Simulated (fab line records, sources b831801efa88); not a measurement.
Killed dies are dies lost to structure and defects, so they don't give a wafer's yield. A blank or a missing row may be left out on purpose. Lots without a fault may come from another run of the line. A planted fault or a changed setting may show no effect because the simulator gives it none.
Which tool did it? | flow sky130 | 14 lots, 42 wafers sampled, at 3 steps of a route of 708

WHAT THE GAUGES READ, wafer by wafer
SKY_VIA3_CD_MEAS_12: target cd 200 nm.
lot  | measured     | on        | cd_nm (nm)
L934 | day 40 22:46 | cd_sem-02 | 200.4 198.3 199.6
L933 | day 41 00:03 | cd_sem-01 | 202.1 201.7 201.7
L935 | day 41 03:50 | cd_sem-02 | 197.9 198.6 200.3
L936 | day 41 05:25 | cd_sem-02 | 198.9 197.6 198.3
L937 | day 41 12:00 | cd_sem-01 | 200.1 200.2 200.5
L938 | day 41 21:28 | cd_sem-01 | 199.3 198.2 198.0
L939 | day 42 07:01 | cd_sem-02 | 200.6 199.1 200.5
L942 | day 42 18:01 | cd_sem-01 | 199.8 198.7 198.2
L951 | day 44 22:47 | cd_sem-01 | 200.8 200.7 200.6
L952 | day 45 07:14 | cd_sem-01 | 201.4 199.3 201.7
L953 | day 45 14:49 | cd_sem-01 | 200.5 202.0 201.4
L954 | day 45 21:43 | cd_sem-02 | 202.4 202.2 201.4
L956 | day 46 01:19 | cd_sem-01 | 198.7 198.4 199.7
L955 | day 46 06:26 | cd_sem-01 | 201.0 200.6 200.7

WHICH TOOL RAN EACH LOT (tool, then ch and the chambers of the sampled wafers, then the start)
lot  | SKY_METAL3_DESCUM_15              | SKY_METAL3_ETCH_16
L934 | rie_metal-03 ch 0,1, day 39 20:46 | rie_metal-03 ch 0,1, day 39 20:47
L933 | rie_metal-03 ch 0,1, day 39 22:13 | rie_metal-03 ch 0,1, day 39 22:14
L935 | rie_metal-03 ch 0,1, day 40 02:32 | rie_metal-03 ch 0,1, day 40 02:34
L936 | rie_metal-04 ch 0,1, day 40 03:03 | rie_metal-04 ch 0,1, day 40 03:05
L937 | rie_metal-04 ch 0,1, day 40 10:50 | rie_metal-04 ch 0,1, day 40 10:52
L938 | rie_metal-03 ch 0,1, day 40 21:01 | rie_metal-03 ch 0,1, day 40 21:02
L939 | rie_metal-03 ch 0,1, day 41 05:37 | rie_metal-03 ch 0,1, day 41 05:38
L942 | rie_metal-04 ch 0,1, day 41 16:15 | rie_metal-04 ch 0,1, day 41 16:17
L951 | rie_metal-01 ch 0,1, day 43 22:48 | rie_metal-01 ch 0,1, day 43 22:50
L952 | rie_metal-04 ch 0,1, day 44 07:40 | rie_metal-04 ch 0,1, day 44 07:41
L953 | rie_metal-03 ch 0,1, day 44 15:45 | rie_metal-03 ch 0,1, day 44 15:47
L954 | rie_metal-01 ch 0,1, day 44 23:28 | rie_metal-01 ch 0,1, day 44 23:29
L956 | rie_metal-01 ch 0,1, day 45 02:43 | rie_metal-01 ch 0,1, day 45 02:45
L955 | rie_metal-03 ch 0,1, day 45 07:38 | rie_metal-03 ch 0,1, day 45 07:40
- SKY_METAL3_DESCUM_15: chemistry O2, time 8 s.
- SKY_METAL3_ETCH_16: etches BARC in N2/H2, stops on SiO2, time 88.2 s, target depth 60 nm.

WHAT THE TOOLS THEMSELVES READ (means of the sampled wafers that have a number; where no wafer has one, the mark that the record gives instead)
SKY_METAL3_DESCUM_15.
lot  | tool         | drypump_motor_current_A (A) | oes_product_au (a.u.) | rf_fwd_power_W (W)
L934 | rie_metal-03 | 5.63                        | 0.984                 | 146.7
L933 | rie_metal-03 | 5.55                        | 0.995                 | 146.6
L935 | rie_metal-03 | 5.61                        | 0.981                 | 146.6
L936 | rie_metal-04 | 5.71                        | 0.995                 | 146.1
L937 | rie_metal-04 | 5.70                        | 0.998                 | 146.5
L938 | rie_metal-03 | 5.61                        | 0.988                 | 146.1
L939 | rie_metal-03 | 5.53                        | 0.986                 | 146.2
L942 | rie_metal-04 | 5.68                        | 0.987                 | 146.5
L951 | rie_metal-01 | 5.84                        | 0.997                 | 146.4
L952 | rie_metal-04 | 5.69                        | 0.997                 | 146.3
L953 | rie_metal-03 | 5.55                        | 0.987                 | 146.6
L954 | rie_metal-01 | 5.67                        | 1.000                 | 146.0
L956 | rie_metal-01 | 5.66                        | 1.003                 | 146.5
L955 | rie_metal-03 | 5.63                        | 0.989                 | 146.6

SKY_METAL3_ETCH_16.
lot  | tool         | bias_w (W) | drypump_motor_current_A (A) | oes_product_au (a.u.) | rf_fwd_power_W (W) | throttle_valve_pct (%)
L934 | rie_metal-03 | 99.99      | 5.62                        | 0.621                 | 495.8              | 13.206
L933 | rie_metal-03 | 99.82      | 5.56                        | 0.618                 | 495.1              | 13.203
L935 | rie_metal-03 | 100.39     | 5.63                        | 0.622                 | 497.1              | 13.208
L936 | rie_metal-04 | 100.01     | 5.71                        | 0.628                 | 495.9              | 13.211
L937 | rie_metal-04 | 100.09     | 5.69                        | 0.625                 | 494.7              | 13.210
L938 | rie_metal-03 | 99.95      | 5.64                        | 0.628                 | 494.5              | 13.198
L939 | rie_metal-03 | 100.08     | 5.55                        | 0.633                 | 495.0              | 13.206
L942 | rie_metal-04 | 99.83      | 5.72                        | 0.623                 | 493.3              | 13.205
L951 | rie_metal-01 | 99.93      | 5.86                        | 0.629                 | 497.8              | 13.204
L952 | rie_metal-04 | 100.15     | 5.70                        | 0.622                 | 495.7              | 13.205
L953 | rie_metal-03 | 100.32     | 5.56                        | 0.637                 | 494.7              | 13.206
L954 | rie_metal-01 | 100.00     | 5.68                        | 0.622                 | 497.7              | 13.200
L956 | rie_metal-01 | 100.04     | 5.66                        | 0.624                 | 494.6              | 13.204
L955 | rie_metal-03 | 99.77      | 5.62                        | 0.629                 | 493.5              | 13.208

THE ANSWER, worked out from the rows above alone
Rule: what is usual is taken from the lots themselves. Put in order of their means at a reading, lots are off if they are a third of the lots or fewer, leave a main group of 4 or more, and stand apart from it by a gap of 3 or more times the standard deviation of the main group's means; of several such gaps the widest counts. A main group whose means are all the same, to the digits that the tables above print for the reading, isn't used. A lot without any number at a reading at which 4 lots or more have one is off too. The other lots that the step has rows for count as sound. The gauges are gone through in route order, then the tools' own readings, and for those a lot's mean is taken as printed above. The first step at which some lot is off is used, and at that step the reading that is off furthest; a lot without a number counts as furthest.
No lot is off at any reading shown: from this, nothing can be told.

WHAT THE SIMULATOR HAD PUT IN
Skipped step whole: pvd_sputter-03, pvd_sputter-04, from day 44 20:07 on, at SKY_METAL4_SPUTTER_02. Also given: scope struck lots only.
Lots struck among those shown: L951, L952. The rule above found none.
